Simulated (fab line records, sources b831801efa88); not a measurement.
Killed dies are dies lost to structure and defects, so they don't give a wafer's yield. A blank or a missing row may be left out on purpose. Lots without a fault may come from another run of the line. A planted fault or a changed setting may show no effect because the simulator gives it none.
A struck lot beside a sound one | flow gf180mcu | 14 steps out of a route of 602
Sound: wafers L738.1, L738.3, L738.6. Struck: wafers L741.1, L741.2, L741.3. The cause comes at the end.
At each step with rows: each side's tool, then ch and its chambers, then its first start. Under that, the readings that differ: sound wafers | struck wafers | difference of the means | sigmas: that difference in standard deviations of wafers without a fault.
alike: readings whose means differ by less than 2 such deviations, and words and numbers that are the same on both sides. not compared: withheld readings, readings that some wafer has no value for, bounds like >300 that may hide the same value, and numbers for which the record gives no deviation and whose values overlap.
The two part at a step that has a row with sigmas, a row that says differs or no value, or rows on one side only. Numbers that don't overlap but have no deviation are shown without sigmas and don't part them. A reading that every wafer of one side lacks parts them only if that side has two wafers or more.

GF_POLY_GATE_OVL_MEAS_11:
  sound on overlay-01, day 11 06:39; struck on overlay-01, day 12 07:39
  alike: POLY_GATE_OVL
GF_POLY_GATE_ETCH_12: etches BARC in N2/H2.
  sound on rie_diel-04 ch 0,3, day 11 06:41; struck on rie_diel-04 ch 0,1,3, day 12 07:41
  alike: drypump_motor_current_A, n2_flow_sccm, oes_product_au, throttle_valve_pct
GF_POLY_GATE_ETCH_13: etches poly-Si in HBr/Cl2, stops on SiO2, target depth 198.5 nm, time 69.6 s.
  sound on rie_si-01 ch 1,2, day 11 06:44; struck on rie_si-01 ch 0,2,3, day 12 07:44
  alike: drypump_motor_current_A, oes_product_au, throttle_valve_pct
  not compared: rf_hours_counter_h
GF_POLY_GATE_STRIP_14: strips in O2/N2.
  sound on plasma_asher-03 ch 0, day 11 06:47; struck on plasma_asher-02 ch 0,1, day 12 07:47
  reading                     | sound       | struck      | difference | sigmas
  drypump_motor_current_A (A) | 6.1 6.1 6.1 | 5.0 5.3 5.0 | -1.0       | -2
  heater_power_w (W)          | 264 266 263 | 356 325 367 | +85        | +3
  alike: n2_flow_sccm, oes_product_au
  not compared: rf_hours_counter_h
then, 2 steps without rows for these wafers: GF_POLY_GATE_CLEAN_15 (cleans in SC1/SC2, time 150 s); GF_POLY_GATE_OXIDATION_16 (stabilise 600 s, purge 300 s, target thk 4 nm).
GF_POLY_GATE_THK_MEAS_17:
  sound on film_metro-03, day 11 08:46; struck on film_metro-04, day 12 09:53
  alike: POLY_GATE_OXIDATION_THK
GF_POLY_GATE_CD_MEAS_18:
  sound on cd_sem-01, day 11 08:49; struck on cd_sem-01, day 12 09:56
  reading    | sound             | struck            | difference | sigmas
  cd_nm (nm) | 279.2 277.1 277.5 | 282.9 284.2 283.4 | +5.6       | +3
then, 4 steps without rows for these wafers: GF_HV_LDD_DEHYDRATE_00 (time 60 s); GF_HV_LDD_HMDS_01 (prime time 60 s); GF_HV_LDD_COAT_02 (resist thk 1000 nm); GF_HV_LDD_SOFTBAKE_03 (time 60 s).
GF_HV_LDD_EXPOSE_04: exposes mask Nplus LV AREA, target cd 400 nm.
  sound on iline_stepper-02 ch 0, day 11 18:27; struck on iline_stepper-01, day 12 20:05
  no value came back on the struck wafers for exposure_dose_mJ_cm2, focus_offset_nm (nm), stage_vel_mm_s (mm/s); on the sound wafers exposure_dose_mJ_cm2 reads 139.95 139.85 139.83
  alike: mask
then, 1 step without rows for these wafers: GF_HV_LDD_PEB_05.

WHERE THEY PART
First at GF_POLY_GATE_STRIP_14; last, within this record, at GF_HV_LDD_EXPOSE_04.

WHY: what the simulator had put in
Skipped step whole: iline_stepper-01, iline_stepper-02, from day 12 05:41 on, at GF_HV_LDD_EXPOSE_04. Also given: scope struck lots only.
